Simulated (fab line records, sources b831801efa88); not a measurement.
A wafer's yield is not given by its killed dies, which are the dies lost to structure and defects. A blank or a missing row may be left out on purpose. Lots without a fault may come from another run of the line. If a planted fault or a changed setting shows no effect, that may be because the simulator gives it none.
Chamber matching + flow gf180mcu + GF_V5_CMP_26 on cmp-02 has 4 sister chambers
The step polishes, stops on SiO2, t overpolish 15 s, target thk 0 nm. 4 wafers are shown with their chamber, then 12 later ones without.

== WAFERS, EACH WITH ITS CHAMBER ==
| wafer  | chamber | motor-current-A (A) |
|--------|---------|---------------------|
| L086.5 | 2       | 11.7                |
| L090.1 | 0       | 10.4                |
| L090.3 | 3       | 13.4                |
| L090.4 | 1       | 10.3                |

== WAFERS WITH NO CHAMBER GIVEN ==
| wafer  | motor-current-A (A) |
|--------|---------------------|
| L092.3 | 12.1                |
| L092.5 | 12.6                |
| L092.6 | 10.5                |
| L094.1 | 10.2                |
| L094.3 | 13.3                |
| L094.4 | 10.8                |
| L095.1 | 10.4                |
| L095.3 | 13.2                |
| L095.5 | 10.2                |
| L096.1 | 13.0                |
| L096.2 | 12.6                |
| L096.4 | 10.7                |

== EACH ONE'S CHAMBER ==
| wafer  | from the rows above          | in truth |
|--------|------------------------------|----------|
| L092.3 | 2                            | 2        |
| L092.5 | can't be placed: 3 or 2      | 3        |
| L092.6 | can't be placed: 0 or 1      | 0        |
| L094.1 | can't be placed: 1 or 0      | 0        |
| L094.3 | 3                            | 3        |
| L094.4 | can't be placed: 0 or 1 or 2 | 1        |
| L095.1 | can't be placed: 0 or 1      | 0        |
| L095.3 | 3                            | 3        |
| L095.5 | can't be placed: 1 or 0      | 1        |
| L096.1 | 3                            | 3        |
| L096.2 | can't be placed: 3 or 2      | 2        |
| L096.4 | can't be placed: 0 or 1 or 2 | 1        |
Correct placement for 4 of the 12. Not placeable from these rows: 8 (in 8, the candidates include the true chamber). 0 placed wrongly.
How it was worked out, from the rows above alone: a wafer's distance from a chamber is the root of the sum, over the readings, of the square of ((its reading less the chamber's mean) divided by the reading's scatter). The wafer belongs to the nearest chamber; if the next one is less than 2 further off, it can't be placed. Each chamber's mean is taken over the wafers shown for it. The scatter (one wafer shown for each chamber): square how far every hidden wafer sits from the nearest shown wafer, average those squares and take the square root.
